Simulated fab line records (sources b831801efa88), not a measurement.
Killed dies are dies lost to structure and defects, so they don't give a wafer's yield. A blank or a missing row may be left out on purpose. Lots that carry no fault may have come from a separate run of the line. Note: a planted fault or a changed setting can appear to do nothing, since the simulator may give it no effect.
2 desks looking at one fault / flow gf180mcu / numbers are kept per desk, each desk with only its own; the story behind them comes last

AT THE TOOL OWNER'S DESK: lithoTrack-01
The tool's own readings at GF_TOP_METAL_SOFTBAKE_10 (time 60 s): means of the sampled wafers that have a number, for each lot that ran on this tool. Marked OUT: a lot whose mean sits more than 4 standard deviations from the usual mean, which makes it out of limits; the brackets give that distance.
Columns: A = heaterPowerTotalW at GF_TOP_METAL_SOFTBAKE_10, usual 56.60 W; B = runLengthS at GF_TOP_METAL_SOFTBAKE_10, usual 89.11 s
lot=L212; first seen here=day 29 07:57; A=56.60; B=89.11
lot=L218; first seen here=day 31 02:56; A=57.59 (+23) OUT; B=85.90 (-27) OUT
lot=L221; first seen here=day 31 20:16; A=57.62 (+24) OUT; B=86.03 (-26) OUT
This desk finds L218, L221 out of limits, L218 being first, at day 31 02:56 (heaterPowerTotalW at GF_TOP_METAL_SOFTBAKE_10). In limits: L212.

THE METROLOGY DESK
Lot by lot, what the gauges showed, no matter which tool ran the lot: averages of those sampled wafers that carry a number. Marked OUT: a lot whose mean sits more than 4 standard deviations from the usual mean, which makes it out of limits; the brackets give that distance.
Columns: A = V4_CVD_02_THK at GF_V4_THK_MEAS_03, usual 853 nm; B = V5_CVD_00_THK at GF_V5_THK_MEAS_01, usual 299 nm
lot=L207; first seen here=day 23 09:11; A=835; B=300
lot=L208; first seen here=day 23 19:05; A=848; B=296
lot=L209; first seen here=day 24 08:22; A=859; B=300
lot=L211; first seen here=day 24 21:46; A=846; B=302
lot=L212; first seen here=day 25 06:40; A=847; B=302
lot=L218; first seen here=day 27 07:28; A=856; B=299
lot=L221; first seen here=day 28 02:49; A=856; B=296
lot=L224; first seen here=day 28 23:44; A=852; B=296
lot=L225; first seen here=day 29 04:17; A=859; B=301
lot=L226; first seen here=day 29 13:27; A=862; B=294
lot=L228; first seen here=day 30 00:19; A=862; B=296
lot=L230; first seen here=day 30 20:17; A=855; B=299
This desk's verdict: no lot among the 12 shows anything out of limits.

BROUGHT TOGETHER
An alarm could have come from the tool owner's desk at day 31 02:56, on L218, L221.
At the metrology desk, nothing out of limits was observed.
The metrology desk has L218, L221 on record, within its limits.
On lithoTrack-01, each named lot ran GF_TOP_METAL_SOFTBAKE_10.

WHAT THE SIMULATOR HAD INSERTED
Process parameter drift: lithoTrack-01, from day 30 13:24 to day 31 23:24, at GF_TOP_METAL_SOFTBAKE_10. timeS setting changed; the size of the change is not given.
Struck lots among those shown: L218, L221.
Hours from the fault's start to each desk's first reading out of limits: the tool owner's desk, 14.
